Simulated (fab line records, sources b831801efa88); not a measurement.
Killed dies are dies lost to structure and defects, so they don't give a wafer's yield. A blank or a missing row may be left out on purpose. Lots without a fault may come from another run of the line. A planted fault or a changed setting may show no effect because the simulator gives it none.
A struck lot beside a sound one | flow sky130 | 15 steps out of a route of 708
Sound: wafers L883.2, L883.4, L883.5. Struck: wafers L890.1, L890.4, L890.6. The cause comes at the end.
At each step with rows: each side's tool, then ch and its chambers, then its first start. Under that, the readings that differ: sound wafers | struck wafers | difference of the means | sigmas: that difference in standard deviations of wafers without a fault.
alike: readings whose means differ by less than 2 such deviations, and words and numbers that are the same on both sides. not compared: withheld readings, readings that some wafer has no value for, bounds like >300 that may hide the same value, and numbers for which the record gives no deviation and whose values overlap.
The two part at a step that has a row with sigmas, a row that says differs or no value, or rows on one side only. Numbers that don't overlap but have no deviation are shown without sigmas and don't part them. A reading that every wafer of one side lacks parts them only if that side has two wafers or more.

first, 2 steps without rows for these wafers: SKY_CAP2M_PEB_10; SKY_CAP2M_DEVELOP_11 (develop time 60 s).
SKY_CAP2M_OVL_MEAS_12:
  sound on overlay-01, day 44 22:50; struck on overlay-02, day 46 10:12
  alike: CAP2M_OVL
SKY_CAP2M_METAL_ETCH_13: etches TiN in Cl2/BCl3, stops on SiO2, target depth 220 nm, time 62.9 s.
  sound on rie_metal-03 ch 0, day 44 22:52; struck on rie_metal-03 ch 1, day 46 10:14
  alike: drypump_motor_current_A, oes_product_au, throttle_valve_pct
  not compared: rf_hours_counter_h
SKY_CAP2M_STRIP_14: strips in O2/N2.
  sound on plasma_asher-01 ch 0,1, day 44 22:56; struck on plasma_asher-02 ch 0,1, day 46 10:19
  alike: drypump_motor_current_A, oes_product_au, strip_time_to_endpoint_s
  not compared: rf_hours_counter_h
then, 7 steps without rows for these wafers: SKY_CAP2M_STRIP_15 (strips in post etch residue remover, time 1200 s); SKY_CAP2M_CLEAN_16 (cleans in IPA, time 180 s); SKY_CAP2M_CLEAN_17 (cleans in O3/DIW); SKY_METAL4_DEHYDRATE_05 (time 60 s); SKY_METAL4_HMDS_06 (prime time 60 s); SKY_METAL4_COAT_07 (resist thk 60 nm); SKY_METAL4_COAT_08 (resist thk 1140 nm).
SKY_METAL4_SOFTBAKE_09: time 90 s.
  sound on litho_track-01 ch 0, day 45 10:00; struck on litho_track-01 ch 0, day 46 21:00
  reading                  | sound                | struck               | difference | sigmas
  heater_power_total_W (W) | 57.43 57.54 57.37    | 59.24 59.26 59.46    | +1.87      | +16
  plate_temp_C (C)         | 100.03 100.17 100.12 | 102.76 102.60 102.71 | +2.58      | +22
then, 1 step without rows for these wafers: SKY_METAL4_EXPOSE_10 (exposes mask MM4, target cd 300 nm).
-- the record jumps here: 4 days lie between the struck wafers' starts before and after (it left off in module METAL4 and takes up again in module PAD_OPEN, whose first step shown is number 708 of the route) --
SKY_PAD_OPEN_PROBE_99:
  sound on prober-01, day 49 10:28; struck on prober-01, day 50 15:07
  reading             | sound    | struck   | difference | sigmas
  killed_at_front_end | 19 26 21 | 16 10 13 | -9         | -2
  alike: defect_limited_yield, killed_at_M0_to_M3, killed_at_M4_up, killed_at_contacts, killed_at_other, killed_dies, killed_open, killed_short, sort_bin_3_pad_short, sort_bin_5_function, sort_bin_6_memory, sort_n_pass, sort_yield_pct

WHERE THEY PART
First at SKY_METAL4_SOFTBAKE_09; last, within this record, at SKY_PAD_OPEN_PROBE_99.

WHY: what the simulator had put in
Process parameter drift: litho_track-01, from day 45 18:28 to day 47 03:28, at SKY_METAL4_SOFTBAKE_09. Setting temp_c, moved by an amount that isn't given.
